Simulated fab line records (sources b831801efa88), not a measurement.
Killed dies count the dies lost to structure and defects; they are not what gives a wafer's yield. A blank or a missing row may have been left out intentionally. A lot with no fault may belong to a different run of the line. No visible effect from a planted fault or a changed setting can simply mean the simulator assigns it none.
Matching of chambers    flow sky130    rie-diel-01 running SKY_VIA1_ETCH_15: 4 sister chambers
The step etches SiO2 in C4F8/O2/Ar, stops on TiN, target depth 351 nm, time 54 s. 14 wafers are shown with their chamber, then 7 later ones without.

## EACH WAFER AND ITS CHAMBER
wafer   chamber  oes-product-au (a.u.)
L887.1  0        0.987
L887.3  1        0.997
L887.6  1        0.987
L889.1  0        0.989
L889.4  2        0.985
L889.5  0        0.985
L892.1  2        0.971
L892.4  1        0.984
L892.5  2        0.977
L891.1  3        0.971
L891.4  1        0.987
L891.5  0        0.983
L894.1  3        0.981
L894.3  2        0.973

SIGNATURES (averages over the wafers above)
reading         chamber 0  chamber 1  chamber 2  chamber 3  scatter within a chamber
oes-product-au  0.98600    0.98875    0.97650    0.97600    0.00531
Rule: for a wafer and a chamber, the distance is found by dividing, reading by reading, the gap between the wafer's reading and the chamber's mean by the reading's scatter, squaring, summing and taking the root. If the next closest chamber is less than 2 further off than the closest, the wafer can't be placed; otherwise it belongs to the closest. The scatter is the square root of a quotient: the sum, over the shown wafers, of each reading's squared deviation from its chamber's mean, divided by wafers minus chambers.

## WAFERS WITHOUT THEIR CHAMBER
wafer   oes-product-au (a.u.)
L894.6  0.981
L897.3  0.984
L897.5  0.982
L897.6  0.983
L909.1  0.978
L909.2  0.978
L909.6  0.979

## WHICH CHAMBER EACH ONE RAN IN
wafer   from the rows above                in truth
L894.6  can't be placed: 2 or 0 or 3 or 1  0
L897.3  can't be placed: 0 or 1 or 2 or 3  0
L897.5  can't be placed: 0 or 2 or 3 or 1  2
L897.6  can't be placed: 0 or 1 or 2 or 3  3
L909.1  can't be placed: 2 or 3 or 0 or 1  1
L909.2  can't be placed: 2 or 3 or 0 or 1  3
L909.6  can't be placed: 2 or 3 or 0 or 1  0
0 of 7 placed correctly. Unplaceable from these rows: 7, with the true chamber sitting among the candidates in 7. Wrongly placed: 0.
